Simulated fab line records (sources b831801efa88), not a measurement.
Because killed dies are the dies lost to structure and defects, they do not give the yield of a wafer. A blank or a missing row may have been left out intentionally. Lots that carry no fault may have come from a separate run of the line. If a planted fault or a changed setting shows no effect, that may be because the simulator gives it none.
Which tool was responsible?    flow gf180mcu    18 wafers from 6 lots sampled at 4 of the route's 602 steps

WHAT THE GAUGES READ, wafer by wafer
GF_PASSIVATION_THK_MEAS_03.
lot   measured      on             PASSIVATION_CVD_02_THK (nm)
L868  day 28 15:35  film_metro-04  689 698 706
L871  day 29 16:03  film_metro-01  702 684 703
L875  day 30 14:35  film_metro-02  699 708 713
L879  day 32 06:32  film_metro-02  695 711 699
L884  day 33 07:47  film_metro-02  696 696 705
L888  day 34 03:43  film_metro-02  688 701 706

WHICH TOOL RAN EACH LOT (tool, then ch and the chambers of the sampled wafers, then the start)
lot   GF_M4_SPUTTER_02              GF_M4_SPUTTER_04              GF_M4_CLEAN_19
L868  pvd_sputter-04, day 22 20:47  pvd_sputter-04, day 22 20:50  wet_bench-04 ch 1, day 23 21:27
L871  pvd_sputter-04, day 24 04:46  pvd_sputter-04, day 24 04:49  wet_bench-02 ch 2, day 25 03:09
L875  pvd_sputter-01, day 25 07:10  pvd_sputter-01, day 25 07:13  wet_bench-03 ch 1, day 26 05:10
L879  pvd_sputter-04, day 27 06:43  pvd_sputter-04, day 27 06:46  wet_bench-02 ch 0, day 28 03:21
L884  pvd_sputter-02, day 28 13:16  pvd_sputter-02, day 28 13:19  wet_bench-02 ch 1, day 29 09:38
L888  pvd_sputter-01, day 29 11:05  pvd_sputter-01, day 29 11:08  wet_bench-03 ch 1, day 30 06:29
- GF_M4_SPUTTER_02: material AlCu, target thk 450 nm, time 23.9 s.
- GF_M4_SPUTTER_04: material TiN, target thk 50 nm, time 41.7 s.
- GF_M4_CLEAN_19: cleans in DIW.

THE ANSWER, worked out from the rows above alone
Rule: the lots themselves supply what counts as usual. Put in order of their means at a reading, lots are off if they are a third of the lots or fewer, leave a main group of 4 or more, and stand apart from it by a gap of 3 or more times the standard deviation of the main group's means; of several such gaps the widest counts. The tables above print the reading to a certain number of digits; a main group whose means all agree to those digits is not used. Also off: a lot with no number at a reading for which 4 or more lots have one. Where the step has rows for the other lots, those lots are counted as sound.
Across all readings shown, no lot is off: no conclusion can be drawn from this.

WHAT WAS PUT IN BY THE SIMULATOR
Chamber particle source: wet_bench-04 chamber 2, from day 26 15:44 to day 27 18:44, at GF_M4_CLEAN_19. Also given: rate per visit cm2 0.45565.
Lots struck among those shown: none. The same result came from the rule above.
